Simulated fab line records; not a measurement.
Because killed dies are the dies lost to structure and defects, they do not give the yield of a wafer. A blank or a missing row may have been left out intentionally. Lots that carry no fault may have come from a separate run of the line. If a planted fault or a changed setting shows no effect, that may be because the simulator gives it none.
fab line records    flow sky130
record: lots: 15  wafers: 45  last_day: 50
route steps=708 shown METAL1@451 METAL2@484
lots that met no fault: from a run of the same line without faults
start_h: start of the lot's first displayed wafer, in hours after the record's first day    wait_h: hours since the lot's step before    " same as the row above    L1.1+2: one row covering several wafers at once    - no value, or no start given    * or withheld: withheld    < > ~ a bound
route shown NAME@n: names a module that has steps shown in the file, with the first one's number in the route    usual: average and standard deviation across the fault-free wafers    same: alike in all rows    chamber/n: place in a boat    sites: each site's reading    _std_site: the standard deviation of these    _edge_site: outer sites' mean less inner sites'    radius_mm: for every site, how far away it sits from the centre of the wafer    mask NAME#n: copy n    behind: the tool/chamber that last shaped the wafer    hold: cause of the lot's hold/its duration in hours/its outcome    device: whichever transistor did not switch (one of n, p or np)    end of line: tests run on the same wafers once the route is complete    a step without rows: its recipe alone    killed: not the wafer's yield, but the dies lost to structure and defects at the first sort    map: a wafer's dies, x killed, . not, _ none there
set.NAME: the setting as run; set.NAME@STEP: as run at that earlier step    model.NAME: the simulator's own value behind a step, which no gauge read
the route's steps for a sample of lots (tables are steps, rows are wafers)
services: from which hour (start_h, from the record's first day; less than 0 if before it) a tool's chamber was out of use, for how many hours, and why
== steps ==
step: SKY_METAL1_DESCUM_17
recipe: chemistry: O2  source_power_w: 150  bias_power_w: 0  pressure_mtorr: 10  temp_c: 40  time_s: 8
usual: drypump_motor_current_A: 5.8/0.35  oes_product_au: 0.996/0.009
lot.wafer  tool          chamber  start_h  wait_h  drypump_motor_current_A  oes_product_au  rf_hours_counter_h
L254.2     rie_metal-03  0        753.29   0.0     5.3                      0.990           4
L254.4     "             1        "        "       5.9                      0.995           -
L254.5     "             0        "        "       5.3                      0.989           -
L255.2     rie_metal-03  1        770.54   0.0     5.9                      0.979           -
L255.3     "             1        "        "       5.9                      0.992           -
L255.5     "             1        "        "       5.9                      0.993           -
L256.3     rie_metal-03  1        773.92   0.0     5.9                      0.980           -
L256.4     "             1        "        "       5.9                      0.987           -
L256.6     "             1        "        "       5.9                      0.981           -
L259.3     rie_metal-03  1        801.15   0.0     5.9                      0.993           -
L259.4     "             0        "        "       5.2                      0.988           -
L259.5     "             0        "        "       5.2                      0.989           -
L261.2     rie_metal-03  1        819.93   0.0     5.9                      0.992           9
L261.3     "             0        "        "       5.2                      1.001           -
L261.4     "             1        "        "       5.9                      0.994           -
L262.2     rie_metal-03  0        830.25   0.0     5.3                      0.970           6
L262.3     "             1        "        "       5.9                      0.987           -
L262.4     "             0        "        "       5.3                      0.979           -
L264.1     rie_metal-01  0        837.30   0.0     5.4                      1.007           14
L264.3     "             0        "        "       5.5                      1.006           -
L264.4     "             0        "        "       5.5                      1.003           -
L263.1     rie_metal-04  0        839.83   0.0     5.7                      0.989           15
L263.4     "             0        "        "       5.8                      0.999           -
L263.5     "             1        "        "       6.4                      1.006           -
L270.1     rie_metal-04  0        883.21   0.0     5.7                      0.982           16
L270.5     "             0        "        "       5.7                      0.992           -
L270.6     "             1        "        "       6.4                      1.003           -
L271.2     rie_metal-03  0        887.05   0.0     5.2                      0.993           10
L271.4     "             0        "        "       5.3                      0.992           -
L271.6     "             0        "        "       5.3                      0.994           -
L272.1     rie_metal-04  0        901.00   0.0     5.7                      0.993           17
L272.4     "             0        "        "       5.7                      0.973           -
L272.5     "             1        "        "       6.4                      0.992           -
L274.1     rie_metal-04  0        910.46   0.0     5.7                      0.994           18
L274.2     "             1        "        "       6.4                      1.009           4
L274.4     "             1        "        "       6.4                      0.985           -
L275.1     rie_metal-01  1        916.41   0.0     6.0                      0.990           4
L275.2     "             1        "        "       6.0                      1.002           -
L275.6     "             1        "        "       6.0                      1.004           -
L276.1     rie_metal-01  0        920.51   0.0     5.5                      1.014           0
L276.4     "             1        "        "       6.0                      1.006           -
L276.6     "             0        "        "       5.5                      1.006           -
L277.2     rie_metal-04  0        925.48   0.0     5.7                      0.989           18
L277.5     "             1        "        "       6.4                      0.992           -
L277.6     "             0        "        "       5.7                      0.989           -
step: SKY_METAL1_STRIP_20
recipe: chemistry: O2/N2  power_w: 1400  pressure_mtorr: 1500  platen_temp_c: withheld  o2_flow_sccm: 3000  n2_flow_sccm: 300  overash_fraction: 0.5
usual: drypump_motor_current_A: 6.1/0.43  oes_product_au: 0.343/0.0047  strip_time_to_endpoint_s: 2.70/0.037
lot.wafer  tool             chamber  start_h  wait_h  drypump_motor_current_A  oes_product_au  rf_hours_counter_h  strip_time_to_endpoint_s
L254.2     plasma_asher-04  1        753.48   0.1     6.5                      0.343           1                   2.70
L254.4     "                0        "        "       6.4                      0.337           -                   2.71
L254.5     "                1        "        "       6.5                      0.339           -                   2.69
L255.2     plasma_asher-01  0        770.90   0.1     5.7                      0.338           38                  2.70
L255.3     "                0        "        "       5.8                      0.345           -                   2.71
L255.5     "                0        "        "       5.7                      0.344           -                   2.71
L256.3     plasma_asher-04  0        774.30   0.1     6.4                      0.349           -                   2.74
L256.4     "                1        "        "       6.5                      0.341           -                   2.74
L256.6     "                0        "        "       6.4                      0.343           -                   2.72
L259.3     plasma_asher-03  0        801.36   0.1     6.4                      0.349           -                   2.69
L259.4     "                1        "        "       5.3                      0.344           -                   2.70
L259.5     "                0        "        "       6.4                      0.350           -                   2.70
L261.2     plasma_asher-01  0        820.11   0.1     5.8                      0.353           43                  2.73
L261.3     "                1        "        "       5.9                      0.352           -                   2.79
L261.4     "                0        "        "       5.8                      0.338           -                   2.75
L262.2     plasma_asher-03  0        830.43   0.1     6.4                      0.336           103                 2.67
L262.3     "                1        "        "       5.3                      0.342           -                   2.67
L262.4     "                0        "        "       6.4                      0.346           -                   2.69
L264.1     plasma_asher-01  0        837.66   0.1     5.8                      0.344           45                  2.70
L264.3     "                1        "        "       5.9                      0.341           -                   2.72
L264.4     "                0        "        "       5.8                      0.337           -                   2.67
L263.1     plasma_asher-04  1        840.01   0.1     6.4                      0.347           10                  2.73
L263.4     "                0        "        "       6.4                      0.341           -                   2.71
L263.5     "                1        "        "       6.5                      0.347           -                   2.69
L270.1     plasma_asher-03  1        883.39   0.1     5.3                      0.340           108                 2.72
L270.5     "                1        "        "       5.3                      0.348           -                   2.71
L270.6     "                0        "        "       6.4                      0.342           -                   2.67
L271.2     plasma_asher-04  1        887.23   0.1     6.5                      0.342           14                  2.74
L271.4     "                1        "        "       6.5                      0.351           -                   2.78
L271.6     "                0        "        "       6.4                      0.352           -                   2.79
L272.1     plasma_asher-03  0        901.18   0.1     6.4                      0.347           110                 2.70
L272.4     "                1        "        "       5.3                      0.340           -                   2.72
L272.5     "                0        "        "       6.4                      0.338           -                   2.68
L274.1     plasma_asher-04  0        910.64   0.1     6.4                      0.341           17                  2.66
L274.2     "                1        "        "       6.5                      0.343           17                  2.68
L274.4     "                1        "        "       6.5                      0.348           -                   2.65
L275.1     plasma_asher-03  1        916.78   0.1     5.3                      0.340           112                 2.61
L275.2     "                0        "        "       6.4                      0.341           112                 2.67
L275.6     "                0        "        "       6.5                      0.338           -                   2.65
L276.1     plasma_asher-03  0        920.69   0.1     6.4                      0.348           112                 2.68
L276.4     "                1        "        "       5.3                      0.332           -                   2.66
L276.6     "                0        "        "       6.4                      0.336           -                   2.66
L277.2     plasma_asher-01  1        925.66   0.1     5.9                      0.350           54                  2.73
L277.5     "                0        "        "       5.7                      0.344           -                   2.68
L277.6     "                1        "        "       5.9                      0.348           -                   2.72
step: SKY_METAL2_SPUTTER_01
recipe: material: TiN  target_thk_nm: 20  power_w: 6500  time_s: 16.7  chamber_pressure_pa: 0.4
usual: cathode_dc_power_W: 6500.1/1.1  chamber_pressure_pa: 0.4000/0.00084  throttle_valve_pct: 30.4/0.87
lot.wafer  tool            chamber  start_h  wait_h  cathode_dc_power_W  chamber_pressure_pa  throttle_valve_pct
L254.2     pvd_sputter-04  -        783.49   0.0     6499.7              0.4005               30.8
L254.4     "               -        "        "       6500.0              0.4011               31.0
L254.5     "               -        "        "       6498.5              0.4011               31.0
L255.2     pvd_sputter-04  -        802.51   0.0     6499.7              0.3994               31.2
L255.3     "               -        "        "       6500.7              0.4010               30.3
L255.5     "               -        "        "       6500.4              0.4005               30.9
L256.3     pvd_sputter-01  -        803.71   0.0     6499.5              0.3995               29.2
L256.4     "               -        "        "       6499.2              0.3992               30.8
L256.6     "               -        "        "       6500.7              0.4003               30.2
L259.3     pvd_sputter-01  -        830.02   0.0     6499.2              0.4007               29.2
L259.4     "               -        "        "       6500.2              0.4018               30.0
L259.5     "               -        "        "       6500.7              0.4002               29.3
L261.2     pvd_sputter-01  -        849.79   0.0     6502.5              0.4004               30.3
L261.3     "               -        "        "       6498.9              0.3997               31.5
L261.4     "               -        "        "       6500.1              0.3997               30.7
L262.2     pvd_sputter-04  -        859.02   0.0     6498.2              0.4003               30.4
L262.3     "               -        "        "       6499.5              0.4006               30.9
L262.4     "               -        "        "       6500.2              0.3986               31.0
L264.1     pvd_sputter-02  -        866.88   0.0     6499.1              0.3990               28.2
L264.3     "               -        "        "       6499.5              0.4004               29.2
L264.4     "               -        "        "       6501.0              0.4003               30.3
L263.1     pvd_sputter-02  -        868.53   0.0     6499.8              0.3991               27.8
L263.4     "               -        "        "       6498.5              0.4000               29.1
L263.5     "               -        "        "       6500.9              0.4010               30.6
L270.1     pvd_sputter-02  -        911.40   0.0     -                   -                    -
L270.5     "               -        "        "       -                   -                    -
L270.6     "               -        "        "       -                   -                    -
L271.2     pvd_sputter-04  -        915.62   0.0     -                   -                    -
L271.4     "               -        "        "       -                   -                    -
L271.6     "               -        "        "       -                   -                    -
L272.1     pvd_sputter-02  -        928.51   0.0     -                   -                    -
L272.4     "               -        "        "       -                   -                    -
L272.5     "               -        "        "       -                   -                    -
L274.1     pvd_sputter-04  -        938.43   0.0     6498.8              0.3996               31.0
L274.2     "               -        "        "       6500.8              0.3985               31.1
L274.4     "               -        "        "       6502.3              0.3990               30.4
L275.1     pvd_sputter-04  -        944.69   0.0     6500.2              0.3983               30.4
L275.2     "               -        "        "       6498.0              0.3985               30.8
L275.6     "               -        "        "       6499.6              0.3988               30.9
L276.1     pvd_sputter-04  -        948.78   0.0     6501.0              0.4004               31.2
L276.4     "               -        "        "       6499.0              0.3999               30.5
L276.6     "               -        "        "       6500.4              0.3996               31.1
L277.2     pvd_sputter-01  -        953.29   0.0     6501.7              0.3997               30.2
L277.5     "               -        "        "       6500.8              0.4002               29.2
L277.6     "               -        "        "       6500.2              0.3981               30.4
step: SKY_METAL2_SPUTTER_02
recipe: material: AlCu  target_thk_nm: 250  power_w: 10600  time_s: 13.3  chamber_pressure_pa: 0.4
usual: cathode_dc_power_W: 10600/1.8  chamber_pressure_pa: 0.4001/0.00076  throttle_valve_pct: 30.4/0.89
lot.wafer  tool            chamber  start_h  wait_h  cathode_dc_power_W  chamber_pressure_pa  throttle_valve_pct
L254.2     pvd_sputter-04  -        783.52   0.0     10600               0.4006               30.8
L254.4     "               -        "        "       10603               0.3997               30.9
L254.5     "               -        "        "       10600               0.3987               31.2
L255.2     pvd_sputter-04  -        802.54   0.0     10595               0.3990               30.9
L255.3     "               -        "        "       10599               0.3985               30.4
L255.5     "               -        "        "       10601               0.3999               30.8
L256.3     pvd_sputter-01  -        803.74   0.0     10598               0.3997               28.8
L256.4     "               -        "        "       10601               0.4000               30.9
L256.6     "               -        "        "       10604               0.4001               30.3
L259.3     pvd_sputter-01  -        830.05   0.0     10600               0.4006               29.0
L259.4     "               -        "        "       10600               0.3992               30.5
L259.5     "               -        "        "       10602               0.4009               29.3
L261.2     pvd_sputter-01  -        849.81   0.0     10600               0.3995               29.9
L261.3     "               -        "        "       10602               0.3998               31.6
L261.4     "               -        "        "       10601               0.3990               30.7
L262.2     pvd_sputter-04  -        859.05   0.0     10602               0.4001               30.2
L262.3     "               -        "        "       10603               0.4000               30.9
L262.4     "               -        "        "       10598               0.3995               31.0
L264.1     pvd_sputter-02  -        866.91   0.0     10599               0.4000               28.1
L264.3     "               -        "        "       10600               0.3997               29.0
L264.4     "               -        "        "       10595               0.3985               30.2
L263.1     pvd_sputter-02  -        868.55   0.0     10599               0.4004               27.9
L263.4     "               -        "        "       10597               0.4002               29.0
L263.5     "               -        "        "       10599               0.4001               30.3
L270.1     pvd_sputter-02  -        911.43   0.0     10601               0.3988               29.1
L270.5     "               -        "        "       10599               0.3990               30.3
L270.6     "               -        "        "       10598               0.3991               29.4
L271.2     pvd_sputter-04  -        915.64   0.0     10601               0.3996               31.3
L271.4     "               -        "        "       10599               0.4007               30.2
L271.6     "               -        "        "       10598               0.4004               31.2
L272.1     pvd_sputter-02  -        928.53   0.0     10603               0.4009               27.8
L272.4     "               -        "        "       10601               0.4010               29.2
L272.5     "               -        "        "       10600               0.4003               29.4
L274.1     pvd_sputter-04  -        938.46   0.0     10598               0.3993               31.1
L274.2     "               -        "        "       10599               0.4006               30.9
L274.4     "               -        "        "       10601               0.4006               30.2
L275.1     pvd_sputter-04  -        944.72   0.0     10599               0.4014               30.6
L275.2     "               -        "        "       10601               0.3986               31.0
L275.6     "               -        "        "       10603               0.4007               30.9
L276.1     pvd_sputter-04  -        948.81   0.0     10604               0.4022               31.1
L276.4     "               -        "        "       10603               0.4002               30.4
L276.6     "               -        "        "       10599               0.3999               31.0
L277.2     pvd_sputter-01  -        953.31   0.0     10598               0.3991               30.0
L277.5     "               -        "        "       10602               0.4004               29.2
L277.6     "               -        "        "       10599               0.3987               30.6
== services ==
tool             chamber  start_h  hours  kind
plasma_asher-04  -        733.75   9.0    pm
plasma_asher-04  0        733.75   9.0    vent_cycle
plasma_asher-04  1        733.75   9.0    vent_cycle
pvd_sputter-02   -        741.70   4.7    repair
plasma_asher-04  0        742.75   -      clean
plasma_asher-04  1        742.75   -      clean
rie_metal-03     0        761.36   18.9   repair
rie_metal-04     1        768.00   -      clean
rie_metal-04     1        768.00   27.9   scheduled_down
rie_metal-04     1        768.00   27.9   vent_cycle
pvd_sputter-01   -        775.36   1.7    repair
pvd_sputter-02   -        789.61   2.8    repair
rie_metal-04     0        799.50   5.3    repair
pvd_sputter-01   -        801.59   0.9    repair
pvd_sputter-04   -        808.97   1.4    repair
pvd_sputter-04   -        816.75   6.7    repair
rie_metal-03     1        838.38   15.3   repair
plasma_asher-04  -        870.97   3.5    repair
plasma_asher-04  -        920.69   20.8   repair
rie_metal-04     0        927.28   -      clean
pvd_sputter-02   -        929.54   5.4    repair
pvd_sputter-01   -        930.89   0.5    repair
rie_metal-03     -        941.99   1.4    pm
rie_metal-03     -        951.21   4.3    pm
== key ==
first_sign: step: SKY_METAL2_SPUTTER_01  reading: tool_record  direction: missing
effect none on later readings
met_at SKY_METAL2_SPUTTER_01
struck_lots L270,L271,L272
later_rows_left_out L270.1,L270.5,L270.6,L271.2,L271.4,L271.6,L272.1,L272.4,L272.5
sort_left_out L270.1,L270.5,L270.6,L271.2,L271.4,L271.6,L272.1,L272.4,L272.5
not_acting_at SKY_METAL1_DESCUM_17,SKY_METAL1_STRIP_20,SKY_METAL2_SPUTTER_02
onset_between 868.53 911.40
fault: kind: skipped_step_whole  tool: pvd_sputter-02,pvd_sputter-04  chamber: -  onset_h: 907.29  steps: SKY_METAL2_SPUTTER_01  scope: struck_lots_only
sort_left_out: the simulated sort isn't trusted on such a fault, so these wafers' sort isn't shown, and their yield isn't known
later_rows_left_out: the simulator's readings of these wafers behind a module that went badly wrong aren't trusted and aren't shown, but for the sort
